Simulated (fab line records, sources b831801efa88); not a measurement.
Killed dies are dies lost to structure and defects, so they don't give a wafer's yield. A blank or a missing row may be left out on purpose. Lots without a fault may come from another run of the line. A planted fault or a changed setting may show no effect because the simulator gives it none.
Which tool did it? | flow sky130 | 13 lots, 39 wafers sampled, at 4 steps of a route of 708

WHAT THE GAUGES READ, wafer by wafer
SKY_CONTACT_OVL_MEAS_15. Usual: CONTACT_OVL -1 nm, standard deviation 6.9.
lot  | measured     | on         | CONTACT_OVL (nm) | flag
L923 | day 33 00:52 | overlay-01 | -1 2 1           |
L924 | day 33 14:30 | overlay-02 | 4 7 2            |
L925 | day 33 21:50 | overlay-02 | 1 -10 3          |
L927 | day 34 01:18 | overlay-02 | 7 0 2            |
L926 | day 34 02:17 | overlay-01 | 0 -4 -7          |
L931 | day 35 16:54 | overlay-02 | -8 -9 5          |
L933 | day 36 05:04 | overlay-01 | -8 -4 -14        |
L937 | day 37 05:30 | overlay-02 | -5 -9 0          |
L938 | day 37 17:59 | overlay-01 | -3 1 9           |
L939 | day 37 18:43 | overlay-02 | -6 -8 -6         |
L941 | day 38 10:11 | overlay-01 | -3 -4 -1         |
L940 | day 38 10:49 | overlay-02 | -2 -4 2          |
L943 | day 38 17:08 | overlay-02 | -12 -19 -17      |

SKY_CONTACT_RS_MEAS_25: measures by four-point-probe. Usual: CONTACT_W_RS 0.338 ohm/sq, standard deviation 0.0048.
lot  | measured     | on            | CONTACT_W_RS (ohm/sq) | flag
L923 | day 33 01:55 | film_metro-04 | 0.332 0.332 0.338     |
L924 | day 33 15:48 | film_metro-01 | 0.331 0.335 0.331     |
L925 | day 33 22:53 | film_metro-03 | 0.331 0.336 0.335     |
L927 | day 34 02:49 | film_metro-01 | 0.337 0.335 0.336     |
L926 | day 34 03:22 | film_metro-04 | 0.343 0.343 0.347     |
L931 | day 35 17:51 | film_metro-01 | 0.340 0.342 0.339     |
L933 | day 36 06:02 | film_metro-04 | 0.339 0.335 0.340     |
L937 | day 37 06:32 | film_metro-04 | 0.343 0.337 0.345     |
L938 | day 37 18:56 | film_metro-03 | 0.333 0.334 0.329     |
L939 | day 37 19:40 | film_metro-01 | 0.345 0.349 0.337     |
L941 | day 38 11:08 | film_metro-04 | 0.342 0.340 0.346     |
L940 | day 38 11:46 | film_metro-01 | 0.330 0.330 0.332     |
L943 | day 38 18:04 | film_metro-01 | 0.331 0.328 0.331     |

WHICH TOOL RAN EACH LOT (tool, then ch and the chambers of the sampled wafers, then the start)
lot  | SKY_SD_N_RTA_14                  | SKY_CONTACT_ETCH_16
L923 | rtp_anneal-02 ch 0, day 29 09:24 | rie_diel-01 ch 1,2,3, day 33 00:53
L924 | rtp_anneal-01 ch 0, day 30 00:05 | rie_diel-03 ch 2,3, day 33 14:32
L925 | rtp_anneal-02 ch 0, day 30 07:17 | rie_diel-02 ch 1,2, day 33 21:52
L927 | rtp_anneal-01 ch 0, day 30 11:32 | rie_diel-02 ch 1,2,3, day 34 01:20
L926 | rtp_anneal-02 ch 0, day 30 12:44 | rie_diel-03 ch 0,3, day 34 02:19
L931 | rtp_anneal-02 ch 0, day 32 04:46 | rie_diel-03 ch 0,2,3, day 35 16:55
L933 | rtp_anneal-02 ch 0, day 32 15:39 | rie_diel-01 ch 0,3, day 36 05:06
L937 | rtp_anneal-02 ch 0, day 33 18:23 | rie_diel-02 ch 0,3, day 37 05:32
L938 | rtp_anneal-01 ch 0, day 34 06:11 | rie_diel-03 ch 1,2,3, day 37 18:01
L939 | rtp_anneal-02 ch 0, day 34 08:14 | rie_diel-01 ch 1,2, day 37 18:44
L941 | rtp_anneal-01 ch 0, day 34 23:55 | rie_diel-02 ch 0,3, day 38 10:13
L940 | rtp_anneal-02 ch 0, day 35 00:41 | rie_diel-01 ch 2,3, day 38 10:50
L943 | rtp_anneal-02 ch 0, day 35 07:02 | rie_diel-02 ch 1,2, day 38 17:10
- SKY_SD_N_RTA_14: time 2 s.
- SKY_CONTACT_ETCH_16: etches BARC in N2/H2, stops on SiO2, time 45.9 s, target depth 60 nm.

WHAT THE TOOLS THEMSELVES READ (means of the sampled wafers that have a number; where no wafer has one, the mark that the record gives instead)
SKY_SD_N_RTA_14. Usual: chamber_o2_ppm 1.997, standard deviation 0.025; lamp_power_pct 15.73 %, standard deviation 0.053; wafer_temp_C_max 1078.1, standard deviation 1.5.
lot  | tool          | chamber_o2_ppm | lamp_power_pct (%) | wafer_temp_C_max | flag
L923 | rtp_anneal-02 | 1.984          | 15.70              | 1078.6           |
L924 | rtp_anneal-01 | 2.010          | 15.76              | 1077.9           |
L925 | rtp_anneal-02 | 2.019          | 15.72              | 1077.2           |
L927 | rtp_anneal-01 | 1.963          | 15.73              | 1078.8           |
L926 | rtp_anneal-02 | 2.037          | 15.71              | 1078.4           |
L931 | rtp_anneal-02 | 1.998          | 15.73              | 1077.7           |
L933 | rtp_anneal-02 | 1.999          | 15.74              | 1077.8           |
L937 | rtp_anneal-02 | 1.963          | 15.73              | 1077.3           |
L938 | rtp_anneal-01 | 1.981          | 15.74              | 1076.9           |
L939 | rtp_anneal-02 | 1.986          | 15.76              | 1079.7           |
L941 | rtp_anneal-01 | 1.986          | 15.74              | 1078.8           |
L940 | rtp_anneal-02 | 2.012          | 15.72              | 1078.9           |
L943 | rtp_anneal-02 | 1.996          | 15.72              | 1079.2           |

SKY_CONTACT_ETCH_16. Usual: drypump_motor_current_A 5.9 A, standard deviation 0.34; oes_product_au 0.855 a.u., standard deviation 0.005; throttle_valve_pct 13.226 %, standard deviation 0.0092.
lot  | tool        | drypump_motor_current_A (A) | oes_product_au (a.u.) | throttle_valve_pct (%) | flag
L923 | rie_diel-01 | 5.8                         | 0.854                 | 13.216                 |
L924 | rie_diel-03 | 6.0                         | 0.855                 | 13.226                 |
L925 | rie_diel-02 | 6.4                         | 0.856                 | 13.235                 |
L927 | rie_diel-02 | 6.3                         | 0.856                 | 13.228                 |
L926 | rie_diel-03 | 5.8                         | 0.850                 | 13.226                 |
L931 | rie_diel-03 | 5.8                         | 0.855                 | 13.222                 |
L933 | rie_diel-01 | 6.0                         | 0.857                 | 13.221                 |
L937 | rie_diel-02 | 5.5                         | 0.852                 | 13.214                 |
L938 | rie_diel-03 | 6.0                         | 0.855                 | 13.232                 |
L939 | rie_diel-01 | 5.8                         | 0.863                 | 13.238                 |
L941 | rie_diel-02 | 5.5                         | 0.853                 | 13.234                 |
L940 | rie_diel-01 | 5.7                         | 0.852                 | 13.233                 |
L943 | rie_diel-02 | 6.5                         | 0.846                 | 13.234                 |

THE ANSWER, worked out from the rows above alone
Rule: a lot is off if the mean of its wafers that have a number lies more than 3 standard deviations from the usual mean. A lot without any number at a reading at which 4 lots or more have one is off too. The other lots that the step has rows for count as sound. The gauges are gone through in route order, then the tools' own readings, and for those a lot's mean is taken as printed above. The first step at which some lot is off is used, and at that step the reading that is off furthest; a lot without a number counts as furthest.
No lot is off at any reading shown: from this, nothing can be told.

WHAT THE SIMULATOR HAD PUT IN
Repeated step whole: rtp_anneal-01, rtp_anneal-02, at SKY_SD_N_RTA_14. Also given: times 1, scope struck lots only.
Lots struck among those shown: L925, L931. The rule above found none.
